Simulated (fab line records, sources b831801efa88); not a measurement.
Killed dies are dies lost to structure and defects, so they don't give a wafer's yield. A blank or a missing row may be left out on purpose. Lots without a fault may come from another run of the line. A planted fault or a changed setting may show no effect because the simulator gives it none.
fab line records | flow gf180mcu
record lots=12 wafers=36 last_day=34
route steps=602 shown MVPSD@87 HV_LDD@198 SALICIDE@283 CONTACT@289
lots that met no fault: from a run of the same line without faults
start_h: hours from the record's first day to the start of the lot's first wafer shown | wait_h: hours since the lot's step before | " the same as in the row above | L1.1+2: a row that stands for several wafers | - no value, or no start given | * or withheld: withheld | < > ~ a bound
route shown NAME@n: a module of which the file shows steps, and the number in the route of the first | usual: mean/standard deviation of fault-free wafers | same: alike in all rows | chamber/n: place in a boat | sites: the reading at each site | _std_site: their standard deviation | _edge_site: outer sites' mean less inner sites' | radius_mm: how far each site lies from the wafer's centre | mask NAME#n: copy n | behind: the tool/chamber that last shaped the wafer | hold: why the lot was held/for how many hours/how that ended | device: the transistor (n, p or np) that didn't switch | end of line: the same wafers' tests at the end of the route | a step without rows: its recipe alone | killed: dies lost to structure and defects at the first sort, not the wafer's yield | map: a wafer's dies, x killed, . not, _ none there
set.NAME: the setting as run; set.NAME@STEP: as run at that earlier step | model.NAME: the simulator's own value behind a step, which no gauge read
steps of the route over a sample of lots; a table a step, a row a wafer
services: from which hour (start_h, from the record's first day; less than 0 if before it) a tool's chamber was out of use, for how many hours, and why
## steps
# step GF_MVPSD_IMPLANT_09
# recipe species=B energy_kev=40 dose_cm2=5e+12 tilt_deg=0
# columns lot.wafer tool chamber start_h wait_h
L510.1+2+4 implanter-04 0 103.61 0.1
L510.1+2+4 implanter-04 0 103.93 0.3
L518.3+4+6 implanter-02 0 151.45 0.1
L518.3+4+6 implanter-02 0 151.77 0.3
L520.2+4+6 implanter-04 0 165.24 0.1
L521.1+4+6 implanter-02 0 166.75 0.1
L521.1+4+6 implanter-02 0 167.07 0.3
L522.2+3+5 implanter-04 0 174.52 0.1
L523.3+5+6 implanter-02 0 180.26 0.1
L524.1+3+6 implanter-04 0 195.98 0.1
L526.2+4+5 implanter-01 0 201.57 0.1
L527.3+4+5 implanter-02 0 202.02 0.1
L528.2+5+6 implanter-02 0 212.57 0.1
L529.1+3+4 implanter-04 0 221.27 0.1
L531.1+3+6 implanter-02 0 229.35 0.1
# step GF_MVPSD_TW_MEAS_11
# usual MVPSD_TW=556/3.1
# columns lot.wafer tool chamber start_h wait_h MVPSD_TW
L510.1 film_metro-02 - 104.20 0.1 578
L510.2 " - " " 580
L510.4 " - " " 581
L518.3 film_metro-01 - 151.99 0.1 588
L518.4 " - " " 586
L518.6 " - " " 588
L520.2 film_metro-02 - 165.47 0.1 554
L520.4 " - " " 554
L520.6 " - " " 556
L521.1 film_metro-01 - 167.32 0.1 589
L521.4 " - " " 586
L521.6 " - " " 586
L522.2 film_metro-04 - 174.76 0.1 557
L522.3 " - " " 554
L522.5 " - " " 556
L523.3 film_metro-01 - 180.48 0.1 561
L523.5 " - " " 561
L523.6 " - " " 562
L524.1 film_metro-02 - 196.23 0.1 552
L524.3 " - " " 555
L524.6 " - " " 554
L526.2 film_metro-01 - 201.81 0.1 556
L526.4 " - " " 559
L526.5 " - " " 555
L527.3 film_metro-02 - 202.24 0.1 556
L527.4 " - " " 551
L527.5 " - " " 552
L528.2 film_metro-04 - 212.81 0.1 557
L528.5 " - " " 558
L528.6 " - " " 558
L529.1 film_metro-02 - 221.52 0.1 553
L529.3 " - " " 555
L529.4 " - " " 555
L531.1 film_metro-01 - 229.60 0.1 556
L531.3 " - " " 561
L531.6 " - " " 553
# step GF_VT_IMPLANT_RS_MEAS_49
# recipe thk_meas_gauge=four-point-probe
# usual MVPSD_RS=1168/3.2
# columns lot.wafer tool chamber start_h wait_h MVPSD_RS[ohm/sq]
L510.1 film_metro-01 - 165.76 0.1 1001
L510.2 " - " " 1001
L510.4 " - " " 1002
L518.3 film_metro-02 - 219.17 0.1 1006
L518.4 " - " " 1009
L518.6 " - " " 1008
L520.2 film_metro-04 - 236.19 0.1 1169
L520.4 " - " " 1170
L520.6 " - " " 1170
L521.1 film_metro-02 - 237.51 0.1 1007
L521.4 " - " " 1007
L521.6 " - " " 1009
L522.2 film_metro-02 - 246.33 0.1 1167
L522.3 " - " " 1167
L522.5 " - " " 1170
L523.3 film_metro-01 - 252.88 0.1 1165
L523.5 " - " " 1167
L523.6 " - " " 1165
L524.1 film_metro-01 - 271.57 0.1 1166
L524.3 " - " " 1161
L524.6 " - " " 1165
L526.2 film_metro-02 - 276.80 0.1 1173
L526.4 " - " " 1173
L526.5 " - " " 1173
L527.3 film_metro-01 - 277.46 0.1 1169
L527.4 " - " " 1169
L527.5 " - " " 1169
L528.2 film_metro-04 - 290.83 0.1 1167
L528.5 " - " " 1169
L528.6 " - " " 1165
L529.1 film_metro-01 - 299.26 0.1 1165
L529.3 " - " " 1163
L529.4 " - " " 1167
L531.1 film_metro-04 - 307.28 0.1 1171
L531.3 " - " " 1171
L531.6 " - " " 1168
# step GF_HV_LDD_STRIP_22
# recipe chemistry=O2/N2 power_w=1400 pressure_mtorr=1500 platen_temp_c=250 o2_flow_sccm=3000 n2_flow_sccm=300 overash_fraction=0.5
# usual drypump_motor_current_A=5.74/0.17 heater_power_w=360/32 n2_flow_sccm=300.2/0.91 oes_product_au=0.717/0.0046 strip_time_to_endpoint_s=12.630/0.027
# columns lot.wafer tool chamber start_h wait_h drypump_motor_current_A heater_power_w n2_flow_sccm oes_product_au rf_hours_counter_h strip_time_to_endpoint_s
L510.1 plasma_asher-03 0 245.23 0.1 5.58 387 299.8 0.720 47 12.647
L510.2 " 1 " " 5.65 345 300.8 0.719 47 12.633
L510.4 " 1 " " 5.64 342 299.8 0.716 - 12.642
L518.3 plasma_asher-04 0 303.60 0.1 5.82 349 299.3 0.710 - 12.626
L518.4 " 1 " " 5.72 327 300.1 0.724 - 12.608
L518.6 " 0 " " 5.81 356 300.5 0.713 - 12.600
L520.2 plasma_asher-04 0 327.57 0.1 5.82 352 299.4 0.715 66 12.602
L520.4 " 1 " " 5.75 321 298.8 0.717 - 12.630
L520.6 " 1 " " 5.79 332 299.5 0.720 - 12.611
L521.1 plasma_asher-02 1 327.68 0.1 5.49 345 301.1 0.720 21 12.599
L521.4 " 0 " " 6.02 425 299.3 0.723 - 12.567
L521.6 " 1 " " 5.51 346 302.2 0.717 - 12.607
L522.2 plasma_asher-04 1 334.94 0.1 5.74 319 301.2 0.725 67 12.601
L522.3 " 0 " " 5.83 351 299.3 0.720 - 12.623
L522.5 " 1 " " 5.74 335 301.2 0.719 - 12.579
L523.3 plasma_asher-03 0 342.41 0.1 5.56 394 299.8 0.717 - 12.630
L523.5 " 1 " " 5.67 347 299.9 0.717 - 12.641
L523.6 " 0 " " 5.57 378 299.8 0.714 - 12.686
L524.1 plasma_asher-04 0 364.23 0.1 5.82 357 299.6 0.713 70 12.613
L524.3 " 1 " " 5.73 317 299.7 0.718 - 12.648
L524.6 " 1 " " 5.77 320 301.7 0.721 - 12.606
L526.2 plasma_asher-03 1 375.37 0.1 5.65 341 300.0 0.715 60 12.623
L526.4 " 0 " " 5.55 395 299.4 0.716 - 12.631
L526.5 " 0 " " 5.54 400 301.5 0.714 - 12.633
L527.3 plasma_asher-03 0 376.38 0.1 5.56 392 300.7 0.725 - 12.662
L527.4 " 1 " " 5.64 353 300.7 0.714 - 12.652
L527.5 " 0 " " 5.55 396 301.6 0.721 - 12.675
L528.2 plasma_asher-04 1 384.42 0.1 5.75 336 299.6 0.714 72 12.664
L528.5 " 1 " " 5.73 334 300.2 0.715 - 12.648
L528.6 " 0 " " 5.81 350 300.2 0.719 - 12.668
L529.1 plasma_asher-04 0 393.20 0.1 5.83 351 299.0 0.715 73 12.660
L529.3 " 1 " " 5.80 329 301.1 0.713 - 12.634
L529.4 " 0 " " 5.81 355 299.8 0.714 - 12.617
L531.1 plasma_asher-02 0 401.57 0.1 6.03 423 300.8 0.707 28 12.629
L531.3 " 1 " " 5.49 353 299.8 0.714 - 12.629
L531.6 " 0 " " 6.04 415 301.3 0.712 - 12.652
# step GF_SALICIDE_THK_MEAS_05
# recipe thk_meas_gauge=xrf reads=TiN_of_SALICIDE_SPUTTER_03
# usual SALICIDE_TIN_THK=19.88/0.26
# columns lot.wafer tool chamber start_h wait_h SALICIDE_TIN_THK[nm]
L510.1 film_metro-02 - 352.35 0.1 19.73
L510.2 " - " " 19.93
L510.4 " - " " 19.74
L518.3 film_metro-04 - 420.03 0.1 20.05
L518.4 " - " " 20.07
L518.6 " - " " 20.09
L520.2 film_metro-02 - 448.05 0.1 19.97
L520.4 " - " " 20.41
L520.6 " - " " 20.37
L521.1 film_metro-03 - 449.51 0.1 20.05
L521.4 " - " " 19.70
L521.6 " - " " 19.45
L522.2 film_metro-02 - 456.91 0.1 19.87
L522.3 " - " " 19.97
L522.5 " - " " 19.72
L523.3 film_metro-04 - 464.03 0.1 19.77
L523.5 " - " " 20.08
L523.6 " - " " 19.83
L524.1 film_metro-04 - 490.36 0.1 19.82
L524.3 " - " " 20.18
L524.6 " - " " 20.35
L526.2 film_metro-02 - 501.70 0.1 19.76
L526.4 " - " " 19.48
L526.5 " - " " 19.73
L527.3 film_metro-03 - 502.24 0.1 19.64
L527.4 " - " " 20.10
L527.5 " - " " 19.76
L528.2 film_metro-03 - 509.66 0.1 19.31
L528.5 " - " " 19.58
L528.6 " - " " 19.65
L529.1 film_metro-02 - 518.86 0.1 19.96
L529.3 " - " " 19.87
L529.4 " - " " 19.69
L531.1 film_metro-02 - 527.00 0.1 19.72
L531.3 " - " " 19.69
L531.6 " - " " 19.78
# step GF_CONTACT_CVD_02
# recipe material=SiO2 target_thk_nm=860 precursor=TEOS temp_c=400 time_s=95.992 rf_w=600
# usual heater_power_outer_w=380/58 heater_power_w=656/85
# same time_s=95.992
# columns lot.wafer tool chamber start_h wait_h heater_power_outer_w heater_power_w
L510.1 pecvd-03 1 352.80 0.1 381 635
L510.2 " 2 " " 287 579
L510.4 " 0 " " 344 577
L518.3 pecvd-03 2 420.47 0.0 375 722
L518.4 " 0 " " 361 629
L518.6 " 1 " " 435 696
L520.2 pecvd-01 0 448.49 0.0 356 612
L520.4 " 1 " " 307 565
L520.6 " 2 " " 325 638
L521.1 pecvd-03 2 449.97 0.1 285 599
L521.4 " 1 " " 409 698
L521.6 " 2 " " 332 642
L522.2 pecvd-03 0 457.36 0.0 477 770
L522.3 " 2 " " 282 577
L522.5 " 1 " " 351 585
L523.3 pecvd-01 0 464.47 0.0 364 603
L523.5 " 2 " " 322 640
L523.6 " 0 " " 268 474
L524.1 pecvd-03 1 490.82 0.1 477 733
L524.3 " 0 " " 429 695
L524.6 " 0 " " 456 726
L526.2 pecvd-04 1 502.14 0.0 396 662
L526.4 " 1 " " 448 756
L526.5 " 2 " " 361 568
L527.3 pecvd-03 2 502.67 0.0 295 589
L527.4 " 0 " " 363 596
L527.5 " 2 " " 332 644
L528.2 pecvd-01 0 510.11 0.0 320 528
L528.5 " 0 " " 345 577
L528.6 " 1 " " 405 684
L529.1 pecvd-01 2 519.32 0.1 354 698
L529.3 " 1 " " 395 677
L529.4 " 0 " " 350 590
L531.1 pecvd-04 1 527.50 0.1 423 726
L531.3 " 2 " " 387 617
L531.6 " 0 " " 465 782
## services
# columns tool chamber start_h hours kind
plasma_asher-04 - 111.14 4.3 pm
implanter-02 - 121.30 5.0 pm
pecvd-01 - 131.03 5.5 pm
pecvd-03 - 136.84 4.6 repair
pecvd-03 0 154.00 2.9 repair
implanter-04 - 176.15 6.6 pm
plasma_asher-04 - 193.92 1.0 repair
pecvd-03 - 197.11 14.6 pm
plasma_asher-04 - 222.60 1.4 repair
implanter-04 - 246.87 8.5 repair
implanter-04 - 276.51 6.8 repair
implanter-04 - 282.00 5.5 repair
implanter-04 - 297.93 1.2 repair
implanter-04 - 298.33 2.4 repair
implanter-02 - 303.87 2.4 repair
implanter-04 - 304.22 4.8 pm
plasma_asher-03 - 347.23 2.8 pm
pecvd-03 - 368.88 14.0 pm
implanter-02 - 402.07 23.7 pm
plasma_asher-03 - 409.65 0.9 repair
plasma_asher-04 - 449.85 1.2 repair
plasma_asher-03 - 452.78 1.8 repair
implanter-02 - 485.76 1.8 repair
pecvd-01 - 495.67 2.8 pm
## key
first_sign step=GF_MVPSD_IMPLANT_09 reading=visit direction=added
effect step=GF_MVPSD_TW_MEAS_11 reading=MVPSD_TW direction=up sigmas=9.4 usual=556 struck=584
effect step=GF_VT_IMPLANT_RS_MEAS_49 reading=MVPSD_RS direction=down sigmas=50 usual=1168 struck=1006
met_at GF_MVPSD_IMPLANT_09
struck_lots L510,L518,L521
tester_left_out L510,L518,L521
not_acting_at GF_HV_LDD_STRIP_22,GF_SALICIDE_THK_MEAS_05,GF_CONTACT_CVD_02
fault kind=repeated_step_whole tool=implanter-01,implanter-02,implanter-04 chamber=- onset_h=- steps=GF_MVPSD_IMPLANT_09 times=1 scope=struck_lots_only
# tester_left_out: of these lots the tester's yield and bins aren't shown, on N5 and GAA mostly nor the transistor test; their killed dies are dies lost to structure and defects alone, not to doping, threshold or leakage, so they don't give the yield
